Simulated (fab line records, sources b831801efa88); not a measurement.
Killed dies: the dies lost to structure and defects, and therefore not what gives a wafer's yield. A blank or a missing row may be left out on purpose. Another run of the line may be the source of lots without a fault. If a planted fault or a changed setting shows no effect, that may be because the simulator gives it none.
fab line records + flow sfqLine
record:
- lots: 6
- wafers: 18
- lastDay: 90
route steps=325 shown I0@47 M1@58 I1@73 M2@88 M8@325
lots untouched by any fault: they come from a run of this same line in which no faults occurred
startH: hours from the record's first day to the start of the lot's first wafer shown + waitH: hours since the lot's step before + " as in the row above + L1.1+2: one row covering several wafers at once + - no value, or no start given + * or withheld: withheld + < > ~ a bound
route shown NAME@n: a module of which the file shows steps, and the number in the route of the first + usual: mean and standard deviation over wafers with no fault + same: alike in all rows + chamber/n: place in a boat + sites: per-site readings + _std_site: standard deviation across them + _edge_site: mean of outer sites minus mean of inner sites + radiusMm: for every site, how far away it sits from the centre of the wafer + mask NAME#n: copy n + behind: the tool/chamber that last shaped the wafer + hold: why the lot went on hold/how many hours it stayed there/how the hold came to an end + device: whichever transistor did not switch (one of n, p or np) + end of line: tests of these same wafers at the route's end + where a step has no rows: the recipe by itself + killed: count of dies lost to structure and defects at first sort (not the wafer's yield) + map: shows each die of a wafer: x if killed, . if not, _ if none is there
set.NAME: setting as actually run; set.NAME@STEP: the setting as run at that earlier step + model.NAME: the simulator's own value behind a step, which no gauge read
lots seen at some steps along the route; tables by step, rows by wafer
services: a tool's chamber out of use, with start hour (startH, from the record's first day; less than 0 if before it), hours out, and reason
== steps ==
step: SFQ_TRILAYER_I0_VIA_LITHO_COAT_036
recipe:
- resist: BARC
- spinRpm: 3000
- resistThkNm: 62
step: SFQ_TRILAYER_I0_VIA_LITHO_COAT_031
recipe:
- resist: KrF
- spinRpm: 3000
- resistThkNm: 650
step: SFQ_TRILAYER_I0_VIA_LITHO_SOFTBAKE_035
recipe:
- tempC: withheld
- timeS: withheld
- resist: KrF
step: SFQ_TRILAYER_I0_VIA_LITHO_EXPOSE_032
recipe:
- maskId: I0
- na: 0.6
- sourceShape: conventional
- sigmaOuter: 0.65
- targetCdNm: 500
- doseMj: 21.3
step: SFQ_TRILAYER_I0_VIA_LITHO_PEB_034
recipe:
- pebTempC: 115
- pebTimeS: 60
- resist: KrF
step: SFQ_TRILAYER_I0_VIA_LITHO_DEVELOP_033
recipe:
- timeS: 60
- resist: KrF
step: SFQ_I0_OVL_MEAS_908
usual:
- I0_OVL: 1/5.2
| lot.wafer | tool       | chamber | startH | waitH | I0_OVL[nm] |
|-----------|------------|---------|--------|-------|------------|
| L986.1    | overlay-02 | -       | 299.42 | 0.1   | 4          |
| L986.5    | "          | -       | "      | "     | 2          |
| L986.6    | "          | -       | "      | "     | 1          |
| L987.1    | overlay-01 | -       | 301.94 | 0.1   | 4          |
| L987.2    | "          | -       | "      | "     | 4          |
| L987.5    | "          | -       | "      | "     | 11         |
| L101.2    | overlay-02 | -       | 395.29 | 0.1   | 8          |
| L101.3    | "          | -       | "      | "     | 5          |
| L101.6    | "          | -       | "      | "     | 3          |
| L102.1    | overlay-02 | -       | 402.49 | 0.1   | 5          |
| L102.2    | "          | -       | "      | "     | 7          |
| L102.3    | "          | -       | "      | "     | -2         |
| L104.2    | overlay-02 | -       | 416.42 | 0.1   | -7         |
| L104.3    | "          | -       | "      | "     | 3          |
| L104.5    | "          | -       | "      | "     | 2          |
| L108.1    | overlay-01 | -       | 458.65 | 0.1   | 3          |
| L108.3    | "          | -       | "      | "     | -6         |
| L108.6    | "          | -       | "      | "     | -1         |
step: SFQ_TRILAYER_I0_VIA_BARC_OPEN_VIA_ETCH_046
recipe:
- maskMaterial: PR
- chemistry: O2
- targetDepthNm: 125
- target: BARC
- sourceW: 500
- biasW: 80
- pressureMtorr: 30
- timeS: 41.7
usual:
- drypumpMotorCurrentA: 5.6/0.37
- oesProductAu: 0.685/0.0047
| lot.wafer | tool       | chamber | startH | waitH | drypumpMotorCurrentA | oesProductAu | rfHoursCounterH |
|-----------|------------|---------|--------|-------|----------------------|--------------|-----------------|
| L986.1    | rieDiel-04 | 2       | 299.45 | 0.0   | 6.0                  | 0.679        | 42              |
| L986.5    | "          | 2       | "      | "     | 6.0                  | 0.690        | -               |
| L986.6    | "          | 3       | "      | "     | 6.2                  | 0.678        | -               |
| L987.1    | rieDiel-01 | 0       | 301.98 | 0.0   | 5.4                  | 0.686        | 111             |
| L987.2    | "          | 2       | "      | "     | 6.0                  | 0.682        | 89              |
| L987.5    | "          | 0       | "      | "     | 5.4                  | 0.684        | -               |
| L101.2    | rieDiel-01 | 3       | 395.32 | 0.0   | 5.2                  | 0.679        | 5               |
| L101.3    | "          | 2       | "      | "     | 6.0                  | 0.683        | 90              |
| L101.6    | "          | 3       | "      | "     | 5.2                  | 0.675        | -               |
| L102.1    | rieDiel-01 | 2       | 402.52 | 0.0   | 6.0                  | 0.689        | 90              |
| L102.2    | "          | 3       | "      | "     | 5.2                  | 0.694        | 5               |
| L102.3    | "          | 0       | "      | "     | 5.4                  | 0.681        | 113             |
| L104.2    | rieDiel-04 | 2       | 416.45 | 0.0   | 6.0                  | 0.685        | 44              |
| L104.3    | "          | 1       | "      | "     | 5.7                  | 0.686        | 1               |
| L104.5    | "          | 1       | "      | "     | 5.8                  | 0.683        | -               |
| L108.1    | rieDiel-04 | 3       | 458.69 | 0.0   | 6.2                  | 0.680        | 3               |
| L108.3    | "          | 2       | "      | "     | 6.0                  | 0.684        | 44              |
| L108.6    | "          | 3       | "      | "     | 6.3                  | 0.688        | -               |
step: SFQ_TRILAYER_I0_VIA_ETCH_VIA_ETCH_034
recipe:
- target: SiO2
- stopOn: Nb
- maskMaterial: PR
- taperDeg: 20
- chemistry: CHF3
- targetDepthNm: 260
- sourceW: 500
- biasW: 80
- pressureMtorr: 30
- timeS: withheld
usual:
- drypumpMotorCurrentA: 5.6/0.37
- oesProductAu: 0.853/0.0054
| lot.wafer | tool       | chamber | startH | waitH | drypumpMotorCurrentA | oesProductAu |
|-----------|------------|---------|--------|-------|----------------------|--------------|
| L986.1    | rieDiel-04 | 2       | 299.49 | 0.0   | 5.9                  | 0.851        |
| L986.5    | "          | 2       | "      | "     | 5.9                  | 0.857        |
| L986.6    | "          | 3       | "      | "     | 6.2                  | 0.856        |
| L987.1    | rieDiel-01 | 0       | 302.02 | 0.0   | 5.4                  | 0.852        |
| L987.2    | "          | 2       | "      | "     | 6.0                  | 0.860        |
| L987.5    | "          | 0       | "      | "     | 5.4                  | 0.852        |
| L101.2    | rieDiel-01 | 3       | 395.36 | 0.0   | 5.1                  | 0.859        |
| L101.3    | "          | 2       | "      | "     | 6.0                  | 0.847        |
| L101.6    | "          | 3       | "      | "     | 5.2                  | 0.854        |
| L102.1    | rieDiel-01 | 2       | 402.56 | 0.0   | 6.0                  | 0.847        |
| L102.2    | "          | 3       | "      | "     | 5.1                  | 0.853        |
| L102.3    | "          | 0       | "      | "     | 5.4                  | 0.858        |
| L104.2    | rieDiel-04 | 2       | 416.49 | 0.0   | 6.0                  | 0.868        |
| L104.3    | "          | 1       | "      | "     | 5.7                  | 0.855        |
| L104.5    | "          | 1       | "      | "     | 5.7                  | 0.852        |
| L108.1    | rieDiel-04 | 3       | 458.73 | 0.0   | 6.3                  | 0.850        |
| L108.3    | "          | 2       | "      | "     | 6.0                  | 0.857        |
| L108.6    | "          | 3       | "      | "     | 6.2                  | 0.857        |
step: SFQ_TRILAYER_I0_VIA_STRIP_STRIP_035
recipe:
- gas: O2
- powerW: 200
- platenTempC: 40
- overashFraction: 0.65
- chemistry: O2
- pressureMtorr: 50
usual:
- drypumpMotorCurrentA: 5.6/0.4
- oesProductAu: 1.000/0.0095
| lot.wafer | tool        | chamber | startH | waitH | drypumpMotorCurrentA | oesProductAu | rfHoursCounterH |
|-----------|-------------|---------|--------|-------|----------------------|--------------|-----------------|
| L986.1    | rieMetal-02 | 0       | 299.60 | -     | 5.0                  | 1.000        | 164             |
| L986.5    | "           | 0       | "      | "     | 5.0                  | 0.997        | -               |
| L986.6    | "           | 1       | "      | "     | 5.7                  | 0.985        | -               |
| L987.1    | rieMetal-04 | 1       | 302.13 | -     | 5.9                  | 0.999        | 5               |
| L987.2    | "           | 0       | "      | "     | 5.7                  | 1.007        | 117             |
| L987.5    | "           | 1       | "      | "     | 5.8                  | 1.002        | -               |
| L101.2    | rieMetal-04 | 0       | 395.48 | -     | 5.7                  | 1.013        | 129             |
| L101.3    | "           | 0       | "      | "     | 5.7                  | 1.012        | -               |
| L101.6    | "           | 0       | "      | "     | 5.7                  | 0.999        | -               |
| L102.1    | rieMetal-02 | 1       | 402.68 | -     | 5.7                  | 0.991        | 134             |
| L102.2    | "           | 0       | "      | "     | 5.0                  | 0.989        | 1               |
| L102.3    | "           | 0       | "      | "     | 5.0                  | 0.979        | -               |
| L104.2    | rieMetal-02 | 1       | 416.61 | -     | 5.8                  | 0.998        | 136             |
| L104.3    | "           | 0       | "      | "     | 5.0                  | 0.999        | -               |
| L104.5    | "           | 1       | "      | "     | 5.7                  | 0.997        | -               |
| L108.1    | rieMetal-04 | 1       | 458.84 | -     | 5.9                  | 0.996        | 27              |
| L108.3    | "           | 0       | "      | "     | 5.7                  | 1.004        | -               |
| L108.6    | "           | 1       | "      | "     | 5.9                  | 0.995        | -               |
step: SFQ_TRILAYER_I0_VIA_STRIP_SOLV_CLEAN_036
recipe:
- chemistry: NMP
- tempC: 70
- timeS: 600
step: SFQ_TRILAYER_M1_DEP_PRE_CLEAN_038
recipe:
- gas: Ar
- timeS: 22.5
- biasV: 250
step: SFQ_TRILAYER_M1_DEP_SPUTTER_037
recipe:
- material: Nb
- basePressurePa: 1.33e-06
- chamberPressurePa: 0.1333
- substrateTempC: 20
- resputterCathodeVoltageV: 400
- targetThkNm: 200
- powerW: 2000
- timeS: 133.3
usual:
- chamberPressurePa: 0.13331/0.00025
- throttleValvePct: 30.1/1.2
| lot.wafer | tool          | chamber | startH | waitH | chamberPressurePa | throttleValvePct | model.Nb_of_TRILAYER_M1_DEP_SPUTTER_037.thkNm |
|-----------|---------------|---------|--------|-------|-------------------|------------------|-----------------------------------------------|
| L986.1    | pvdSputter-03 | -       | 300.41 | 0.0   | 0.13349           | 29.5             | 196.6                                         |
| L986.5    | "             | -       | "      | "     | 0.13332           | 31.0             | 193.6                                         |
| L986.6    | "             | -       | "      | "     | 0.13333           | 29.7             | 196.7                                         |
| L987.1    | pvdSputter-04 | -       | 303.14 | 0.0   | 0.13318           | 30.8             | 203.9                                         |
| L987.2    | "             | -       | "      | "     | 0.13331           | 28.0             | 202.3                                         |
| L987.5    | "             | -       | "      | "     | 0.13348           | 31.4             | 201.7                                         |
| L101.2    | pvdSputter-04 | -       | 396.28 | 0.0   | 0.13359           | 28.3             | 115.3                                         |
| L101.3    | "             | -       | "      | "     | 0.13332           | 31.3             | 202.2                                         |
| L101.6    | "             | -       | "      | "     | 0.1338            | 28.2             | 200.9                                         |
| L102.1    | pvdSputter-04 | -       | 403.48 | 0.0   | 0.13304           | 28.3             | 203.1                                         |
| L102.2    | "             | -       | "      | "     | 0.13346           | 31.3             | 116.4                                         |
| L102.3    | "             | -       | "      | "     | 0.13355           | 31.4             | 200.8                                         |
| L104.2    | pvdSputter-03 | -       | 417.41 | 0.0   | 0.13338           | 29.4             | 199.4                                         |
| L104.3    | "             | -       | "      | "     | 0.13346           | 31.0             | 196.9                                         |
| L104.5    | "             | -       | "      | "     | 0.13391           | 31.2             | 197.2                                         |
| L108.1    | pvdSputter-06 | -       | 459.65 | 0.0   | 0.13304           | 31.8             | 201.3                                         |
| L108.3    | "             | -       | "      | "     | 0.13286           | 29.4             | 200.2                                         |
| L108.6    | "             | -       | "      | "     | 0.13338           | 30.4             | 198.4                                         |
step: SFQ_M1_RS_MEAS_909
recipe:
- thkMeasGauge: four-point-probe
- reads: Nb_of_TRILAYER_M1_DEP_SPUTTER_037
usual:
- M1_NB_RS: 0.889/0.01
| lot.wafer | tool         | chamber | startH | waitH | M1_NB_RS[ohm/sq] |
|-----------|--------------|---------|--------|-------|------------------|
| L986.1    | filmMetro-01 | -       | 300.51 | 0.1   | 0.904            |
| L986.5    | "            | -       | "      | "     | 0.919            |
| L986.6    | "            | -       | "      | "     | 0.905            |
| L987.1    | filmMetro-02 | -       | 303.24 | 0.1   | 0.872            |
| L987.2    | "            | -       | "      | "     | 0.877            |
| L987.5    | "            | -       | "      | "     | 0.881            |
| L101.2    | filmMetro-02 | -       | 396.39 | 0.1   | 1.554            |
| L101.3    | "            | -       | "      | "     | 0.878            |
| L101.6    | "            | -       | "      | "     | 0.881            |
| L102.1    | filmMetro-02 | -       | 403.57 | 0.0   | 0.874            |
| L102.2    | "            | -       | "      | "     | 1.540            |
| L102.3    | "            | -       | "      | "     | 0.881            |
| L104.2    | filmMetro-02 | -       | 417.52 | 0.1   | 0.891            |
| L104.3    | "            | -       | "      | "     | 0.902            |
| L104.5    | "            | -       | "      | "     | 0.900            |
| L108.1    | filmMetro-04 | -       | 459.74 | 0.0   | 0.885            |
| L108.3    | "            | -       | "      | "     | 0.890            |
| L108.6    | "            | -       | "      | "     | 0.898            |
step: SFQ_TRILAYER_M1_LITHO_COAT_044
recipe:
- resist: BARC
- spinRpm: 3000
- resistThkNm: 62
step: SFQ_TRILAYER_M1_LITHO_COAT_039
recipe:
- resist: KrF
- spinRpm: 3000
- resistThkNm: 600
step: SFQ_TRILAYER_M1_LITHO_SOFTBAKE_043
recipe:
- tempC: withheld
- timeS: withheld
- resist: KrF
step: SFQ_TRILAYER_M1_LITHO_EXPOSE_040
recipe:
- maskId: M1
- na: 0.6
- sourceShape: conventional
- sigmaOuter: 0.65
- targetCdNm: 500
- doseMj: 14.4
step: SFQ_TRILAYER_M1_LITHO_PEB_042
recipe:
- pebTempC: 115
- pebTimeS: 60
- resist: KrF
step: SFQ_TRILAYER_M1_LITHO_DEVELOP_041
recipe:
- timeS: 60
- resist: KrF
step: SFQ_M1_OVL_MEAS_911
usual:
- M1_OVL: 3/5.8
| lot.wafer | tool       | chamber | startH | waitH | M1_OVL[nm] |
|-----------|------------|---------|--------|-------|------------|
| L986.1    | overlay-02 | -       | 412.09 | 0.1   | 5          |
| L986.5    | "          | -       | "      | "     | 10         |
| L986.6    | "          | -       | "      | "     | 15         |
| L987.1    | overlay-02 | -       | 414.49 | 0.1   | 3          |
| L987.2    | "          | -       | "      | "     | -1         |
| L987.5    | "          | -       | "      | "     | 13         |
| L101.2    | overlay-01 | -       | 513.75 | 0.1   | 9          |
| L101.3    | "          | -       | "      | "     | 13         |
| L101.6    | "          | -       | "      | "     | 5          |
| L102.1    | overlay-01 | -       | 522.14 | 0.1   | -12        |
| L102.2    | "          | -       | "      | "     | -8         |
| L102.3    | "          | -       | "      | "     | -14        |
| L104.2    | overlay-02 | -       | 537.55 | 0.1   | -10        |
| L104.3    | "          | -       | "      | "     | -2         |
| L104.5    | "          | -       | "      | "     | -4         |
| L108.1    | overlay-02 | -       | 581.61 | 0.1   | -4         |
| L108.3    | "          | -       | "      | "     | -4         |
| L108.6    | "          | -       | "      | "     | -8         |
step: SFQ_TRILAYER_M1_BARC_OPEN_METAL_ETCH_054
recipe:
- maskMaterial: PR
- chemistry: O2
- targetDepthNm: 125
- target: BARC
- icpW: 600
- biasW: 80
- pressureMtorr: 10
- timeS: 41.7
step: SFQ_TRILAYER_M1_ETCH_METAL_ETCH_042
recipe:
- target: Nb
- stopOn: SiO2
- maskMaterial: PR
- chemistry: Cl2/Ar
- targetDepthNm: 240
- icpW: 600
- biasW: 80
- pressureMtorr: 10
- timeS: 120
usual:
- drypumpMotorCurrentA: 5.6/0.67
- oesProductAu: 0.894/0.0073
| lot.wafer | tool        | chamber | startH | waitH | drypumpMotorCurrentA | oesProductAu | rfHoursCounterH |
|-----------|-------------|---------|--------|-------|----------------------|--------------|-----------------|
| L986.1    | rieMetal-03 | 0       | 412.18 | 0.0   | 5.1                  | 0.885        | 160             |
| L986.5    | "           | 0       | "      | "     | 5.1                  | 0.879        | -               |
| L986.6    | "           | 1       | "      | "     | 5.3                  | 0.887        | -               |
| L987.1    | rieMetal-03 | 1       | 414.58 | 0.0   | 5.2                  | 0.906        | 142             |
| L987.2    | "           | 0       | "      | "     | 5.1                  | 0.900        | 161             |
| L987.5    | "           | 0       | "      | "     | 5.1                  | 0.894        | -               |
| L101.2    | rieMetal-03 | 0       | 513.84 | 0.0   | 5.1                  | 0.676        | 5               |
| L101.3    | "           | 0       | "      | "     | 5.1                  | 0.899        | -               |
| L101.6    | "           | 1       | "      | "     | 5.3                  | 0.901        | -               |
| L102.1    | rieMetal-03 | 1       | 522.24 | 0.0   | 5.2                  | 0.896        | 161             |
| L102.2    | "           | 0       | "      | "     | 5.1                  | 0.682        | 7               |
| L102.3    | "           | 1       | "      | "     | 5.2                  | 0.892        | -               |
| L104.2    | rieMetal-03 | 0       | 537.74 | 0.1   | 5.1                  | 0.897        | -               |
| L104.3    | "           | 0       | "      | "     | 5.1                  | 0.882        | -               |
| L104.5    | "           | 0       | "      | "     | 5.1                  | 0.889        | -               |
| L108.1    | rieMetal-01 | 1       | 581.77 | 0.1   | 6.6                  | 0.889        | 2               |
| L108.3    | "           | 1       | "      | "     | 6.6                  | 0.895        | -               |
| L108.6    | "           | 1       | "      | "     | 6.6                  | 0.891        | -               |
step: SFQ_TRILAYER_M1_STRIP_STRIP_043
recipe:
- gas: O2
- powerW: 200
- platenTempC: 40
- overashFraction: 0.65
- chemistry: O2
- pressureMtorr: 50
usual:
- drypumpMotorCurrentA: 5.6/0.67
- oesProductAu: 0.995/0.0096
| lot.wafer | tool        | chamber | startH | waitH | drypumpMotorCurrentA | oesProductAu | rfHoursCounterH |
|-----------|-------------|---------|--------|-------|----------------------|--------------|-----------------|
| L986.1    | rieMetal-03 | 0       | 412.31 | 0.1   | 5.1                  | 0.999        | 160             |
| L986.5    | "           | 0       | "      | "     | 5.1                  | 0.995        | -               |
| L986.6    | "           | 1       | "      | "     | 5.3                  | 0.989        | -               |
| L987.1    | rieMetal-03 | 1       | 414.71 | 0.1   | 5.3                  | 0.988        | 142             |
| L987.2    | "           | 0       | "      | "     | 5.1                  | 1.002        | 161             |
| L987.5    | "           | 0       | "      | "     | 5.1                  | 1.001        | -               |
| L101.2    | rieMetal-03 | 0       | 513.96 | 0.1   | 5.1                  | 1.008        | 5               |
| L101.3    | "           | 0       | "      | "     | 5.1                  | 1.004        | -               |
| L101.6    | "           | 1       | "      | "     | 5.2                  | 1.012        | -               |
| L102.1    | rieMetal-03 | 1       | 522.36 | 0.1   | 5.2                  | 1.006        | 161             |
| L102.2    | "           | 0       | "      | "     | 5.1                  | 1.005        | 7               |
| L102.3    | "           | 1       | "      | "     | 5.2                  | 0.998        | -               |
| L104.2    | rieMetal-03 | 0       | 538.15 | 0.4   | 5.1                  | 1.000        | -               |
| L104.3    | "           | 0       | "      | "     | 5.1                  | 0.997        | -               |
| L104.5    | "           | 0       | "      | "     | 5.1                  | 1.006        | -               |
| L108.1    | rieMetal-01 | 1       | 582.02 | 0.2   | 6.6                  | 1.006        | 3               |
| L108.3    | "           | 1       | "      | "     | 6.7                  | 1.004        | -               |
| L108.6    | "           | 1       | "      | "     | 6.7                  | 0.999        | -               |
step: SFQ_TRILAYER_M1_STRIP_SOLV_CLEAN_044
recipe:
- chemistry: NMP
- tempC: 70
- timeS: 600
step: SFQ_TRILAYER_I1_DEP_PECVD_045
recipe:
- material: SiO2
- tempC: 150
- timeS: 111.11
- pressureTorr: 2.4
- rfW: 183.3
- precursor: SiH4/N2O
- targetThkNm: 500
step: SFQ_TRILAYER_I1_CMP_CMP_046
recipe:
- material: SiO2
- downForcePsi: 3
- platenRpm: 60
- padVelocityMS: 0.94248
usual:
- motorCurrentA: 10.6/1.3
- timeToEndpointS: 215/6.8
| lot.wafer | tool   | chamber | startH | waitH | motorCurrentA | timeToEndpointS |
|-----------|--------|---------|--------|-------|---------------|-----------------|
| L986.1    | cmp-02 | 0       | 413.76 | 0.6   | 10.0          | 225             |
| L986.5    | "      | 0       | 415.76 | 2.6   | 10.7          | 222             |
| L986.6    | "      | 1       | "      | "     | 12.4          | 227             |
| L987.1    | cmp-02 | 1       | 420.06 | 4.5   | 12.3          | 210             |
| L987.2    | "      | 2       | "      | "     | 9.3           | 208             |
| L987.5    | "      | 2       | 422.56 | 7.0   | 9.5           | 211             |
| L101.3    | cmp-02 | 0       | 514.81 | 0.0   | 10.2          | 222             |
| L101.2    | "      | 2       | 515.81 | 1.0   | 9.3           | 204             |
| L101.6    | "      | 0       | 516.81 | 2.0   | 9.7           | 216             |
| L102.1    | cmp-02 | 3       | 523.73 | 0.5   | 12.4          | 213             |
| L102.3    | "      | 0       | "      | "     | 10.4          | 217             |
| L102.2    | "      | 1       | "      | "     | 13.5          | 215             |
| L104.3    | cmp-02 | 3       | 542.58 | 3.2   | 12.5          | 208             |
| L104.2    | "      | 1       | 543.58 | 4.2   | 13.4          | 215             |
| L104.5    | "      | 3       | 544.58 | 5.2   | 11.9          | 213             |
| L108.1    | cmp-02 | 0       | 600.90 | 17.5  | 10.2          | 215             |
| L108.3    | "      | 1       | "      | "     | 12.2          | 212             |
| L108.6    | "      | 0       | 602.90 | 19.4  | 9.9           | 219             |
step: SFQ_I1_BOW_MEAS_912
recipe:
- mode: bow
usual:
- I1_BOW: 1/7.5
| lot.wafer | tool         | chamber | startH | waitH | I1_BOW[um] |
|-----------|--------------|---------|--------|-------|------------|
| L986.1    | filmMetro-01 | -       | 416.76 | 2.5   | -2         |
| L986.5    | "            | -       | "      | "     | -14        |
| L986.6    | "            | -       | "      | "     | -16        |
| L987.1    | filmMetro-04 | -       | 423.06 | 2.5   | 3          |
| L987.2    | "            | -       | "      | "     | 5          |
| L987.5    | "            | -       | "      | "     | -2         |
| L101.2    | filmMetro-01 | -       | 517.83 | 1.5   | 1          |
| L101.3    | "            | -       | "      | "     | 2          |
| L101.6    | "            | -       | "      | "     | 15         |
| L102.1    | filmMetro-01 | -       | 526.23 | 2.0   | 5          |
| L102.2    | "            | -       | "      | "     | 11         |
| L102.3    | "            | -       | "      | "     | 3          |
| L104.2    | filmMetro-03 | -       | 545.60 | 1.5   | 15         |
| L104.3    | "            | -       | "      | "     | 21         |
| L104.5    | "            | -       | "      | "     | 4          |
| L108.1    | filmMetro-01 | -       | 603.40 | 2.0   | -2         |
| L108.3    | "            | -       | "      | "     | 2          |
| L108.6    | "            | -       | "      | "     | -5         |
step: SFQ_TRILAYER_I1_METRO_MEASURE_047
step: SFQ_TRILAYER_I1_VIA_LITHO_COAT_054
recipe:
- resist: BARC
- spinRpm: 3000
- resistThkNm: 62
step: SFQ_TRILAYER_I1_VIA_LITHO_COAT_049
recipe:
- resist: KrF
- spinRpm: 3000
- resistThkNm: 650
step: SFQ_TRILAYER_I1_VIA_LITHO_SOFTBAKE_053
recipe:
- tempC: withheld
- timeS: withheld
- resist: KrF
step: SFQ_TRILAYER_I1_VIA_LITHO_EXPOSE_050
recipe:
- maskId: I1
- na: 0.6
- sourceShape: conventional
- sigmaOuter: 0.65
- targetCdNm: 500
- doseMj: 21.3
step: SFQ_TRILAYER_I1_VIA_LITHO_PEB_052
recipe:
- pebTempC: 115
- pebTimeS: 60
- resist: KrF
step: SFQ_TRILAYER_I1_VIA_LITHO_DEVELOP_051
recipe:
- timeS: 60
- resist: KrF
step: SFQ_I1_OVL_MEAS_913
usual:
- I1_OVL: -1/4.4
| lot.wafer | tool       | chamber | startH | waitH | I1_OVL[nm] |
|-----------|------------|---------|--------|-------|------------|
| L986.1    | overlay-01 | -       | 541.14 | 0.1   | -1         |
| L986.5    | "          | -       | "      | "     | 1          |
| L986.6    | "          | -       | "      | "     | -5         |
| L987.1    | overlay-02 | -       | 544.74 | 0.1   | -6         |
| L987.2    | "          | -       | "      | "     | 0          |
| L987.5    | "          | -       | "      | "     | -2         |
| L101.2    | overlay-02 | -       | 657.27 | 0.1   | 0          |
| L101.3    | "          | -       | "      | "     | 0          |
| L101.6    | "          | -       | "      | "     | 1          |
| L102.1    | overlay-02 | -       | 671.66 | 0.1   | 3          |
| L102.2    | "          | -       | "      | "     | 0          |
| L102.3    | "          | -       | "      | "     | -1         |
| L104.2    | overlay-02 | -       | 693.27 | 0.1   | -7         |
| L104.3    | "          | -       | "      | "     | -4         |
| L104.5    | "          | -       | "      | "     | -5         |
| L108.1    | overlay-01 | -       | 728.20 | 0.1   | 4          |
| L108.3    | "          | -       | "      | "     | -5         |
| L108.6    | "          | -       | "      | "     | -10        |
step: SFQ_TRILAYER_I1_VIA_BARC_OPEN_VIA_ETCH_071
recipe:
- maskMaterial: PR
- chemistry: O2
- targetDepthNm: 125
- target: BARC
- sourceW: 500
- biasW: 80
- pressureMtorr: 30
- timeS: 41.7
step: SFQ_TRILAYER_I1_VIA_ETCH_VIA_ETCH_052
recipe:
- target: SiO2
- stopOn: Nb
- maskMaterial: PR
- taperDeg: 20
- chemistry: CHF3
- targetDepthNm: 260
- sourceW: 500
- biasW: 80
- pressureMtorr: 30
- timeS: withheld
step: SFQ_TRILAYER_I1_VIA_STRIP_STRIP_053
recipe:
- gas: O2
- powerW: 200
- platenTempC: 40
- overashFraction: 0.65
- chemistry: O2
- pressureMtorr: 50
step: SFQ_TRILAYER_I1_VIA_STRIP_SOLV_CLEAN_054
recipe:
- chemistry: NMP
- tempC: 70
- timeS: 600
step: SFQ_TRILAYER_M2_DEP_PRE_CLEAN_056
recipe:
- gas: Ar
- timeS: 22.5
- biasV: 250
step: SFQ_M8_BOW_MEAS_951
recipe:
- mode: bow
usual:
- M8_BOW: 6/12
| lot.wafer | tool         | chamber | startH  | waitH | M8_BOW[um] | model.etest.m1.ohmUm | model.etest.i0.linkOhm | model.etest.m1.ohmSq | model.etest.i1.linkOhm |
|-----------|--------------|---------|---------|-------|------------|----------------------|------------------------|----------------------|------------------------|
| L986.1    | filmMetro-03 | -       | 1782.79 | 0.0   | -6         | 1.807                | 1.972                  | 0.9039               | 1.999                  |
| L986.5    | "            | -       | "       | "     | -17        | 1.838                | 1.98                   | 0.9176               | 2.013                  |
| L986.6    | "            | -       | "       | "     | -21        | 1.8                  | 1.959                  | 0.903                | 1.987                  |
| L987.1    | filmMetro-03 | -       | 1800.79 | 0.0   | 12         | 1.747                | 1.931                  | 0.8712               | 1.961                  |
| L987.2    | "            | -       | "       | "     | 15         | 1.766                | 1.935                  | 0.8783               | 1.957                  |
| L987.5    | "            | -       | "       | "     | 8          | 1.778                | 1.936                  | 0.8807               | 1.973                  |
| L101.2    | filmMetro-03 | -       | 2040.35 | 0.0   | 15         | 3.099                | 2.755                  | 1.541                | 2.617                  |
| L101.3    | "            | -       | "       | "     | 16         | 1.773                | 1.956                  | 0.8786               | 1.969                  |
| L101.6    | "            | -       | "       | "     | 27         | 1.771                | 1.954                  | 0.8844               | 1.963                  |
| L102.1    | filmMetro-02 | -       | 2079.08 | 0.0   | 2          | 1.749                | 1.955                  | 0.8747               | 1.948                  |
| L102.2    | "            | -       | "       | "     | 8          | 3.064                | 2.74                   | 1.527                | 2.589                  |
| L102.3    | "            | -       | "       | "     | 2          | 1.764                | 1.973                  | 0.8847               | 1.958                  |
| L104.2    | filmMetro-01 | -       | 2100.15 | 0.0   | 29         | 1.79                 | 1.973                  | 0.8911               | 2                      |
| L104.3    | "            | -       | "       | "     | 35         | 1.808                | 1.984                  | 0.9021               | 2.015                  |
| L104.5    | "            | -       | "       | "     | 20         | 1.814                | 1.972                  | 0.9008               | 2.014                  |
| L108.1    | filmMetro-03 | -       | 2157.73 | 0.0   | 0          | 1.768                | 1.955                  | 0.8826               | 1.972                  |
| L108.3    | "            | -       | "       | "     | 3          | 1.78                 | 1.961                  | 0.8876               | 1.952                  |
| L108.6    | "            | -       | "       | "     | -3         | 1.795                | 1.962                  | 0.8957               | 1.987                  |
== services ==
| tool          | chamber | startH | hours | kind   |
|---------------|---------|--------|-------|--------|
| pvdSputter-04 | -       | 293.87 | 2.5   | repair |
| rieDiel-04    | -       | 305.00 | 0.2   | repair |
| rieDiel-04    | -       | 313.76 | 0.1   | repair |
| rieDiel-04    | -       | 371.02 | 0.4   | repair |
| rieDiel-01    | 1       | 377.82 | 11.1  | repair |
| rieDiel-04    | 1       | 397.38 | 8.4   | repair |
| rieMetal-03   | -       | 422.78 | 2.8   | pm     |
| rieDiel-01    | 3       | 436.16 | 7.3   | repair |
| rieDiel-01    | 0       | 474.69 | 10.5  | repair |
| cmp-02        | -       | 483.63 | 2.3   | pm     |
| rieDiel-01    | 2       | 500.47 | 5.5   | repair |
| rieDiel-04    | 0       | 509.84 | 5.5   | repair |
| rieDiel-04    | -       | 512.22 | 15.6  | pm     |
| cmp-02        | -       | 519.05 | 1.4   | repair |
| rieDiel-04    | 0       | 538.52 | 33.4  | repair |
| rieDiel-04    | 2       | 540.95 | 3.8   | repair |
| rieDiel-04    | 1       | 542.98 | 1.9   | repair |
| rieMetal-03   | -       | 545.34 | 0.9   | repair |
| cmp-02        | -       | 554.58 | 8.3   | pm     |
| cmp-02        | -       | 575.40 | 4.0   | pm     |
| rieDiel-04    | 1       | 576.94 | 1.3   | repair |
| rieDiel-01    | 3       | 578.28 | 5.5   | repair |
| cmp-02        | -       | 592.27 | 1.0   | repair |
| cmp-02        | -       | 594.86 | 1.4   | repair |
== key ==
firstSign:
- step: SFQ_M1_RS_MEAS_909
- reading: M1_NB_RS
- direction: up
- sigmas: 63
- usual: 0.889
- struck: 1.547
effect:
- step: SFQ_TRILAYER_M1_ETCH_METAL_ETCH_042
- reading: oesProductAu
- direction: down
- sigmas: 29
- usual: 0.894
- struck: 0.679
modelEffect:
- step: SFQ_TRILAYER_M1_DEP_SPUTTER_037
- value: Nb_of_TRILAYER_M1_DEP_SPUTTER_037.thkNm
- without: 202.7
- struck: 115.8
modelEffect:
- step: SFQ_M8_BOW_MEAS_951
- value: etest.m1.ohmUm
- without: 1.761
- struck: 3.082
metAt SFQ_TRILAYER_M1_DEP_SPUTTER_037
struckWafers L101.2,L102.2
onsetBetween 303.14 396.28
fault:
- kind: processParameterDrift
- tool: pvdSputter-04
- chamber: -
- onsetH: 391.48
- steps: SFQ_TRILAYER_M1_DEP_SPUTTER_037
- channel: targetThkNm
- offset: -86.92
- shape: step
- endH: 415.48
- scope: struckWafersOnly
- actsIn: theseRecipesOnly
- stated: 200
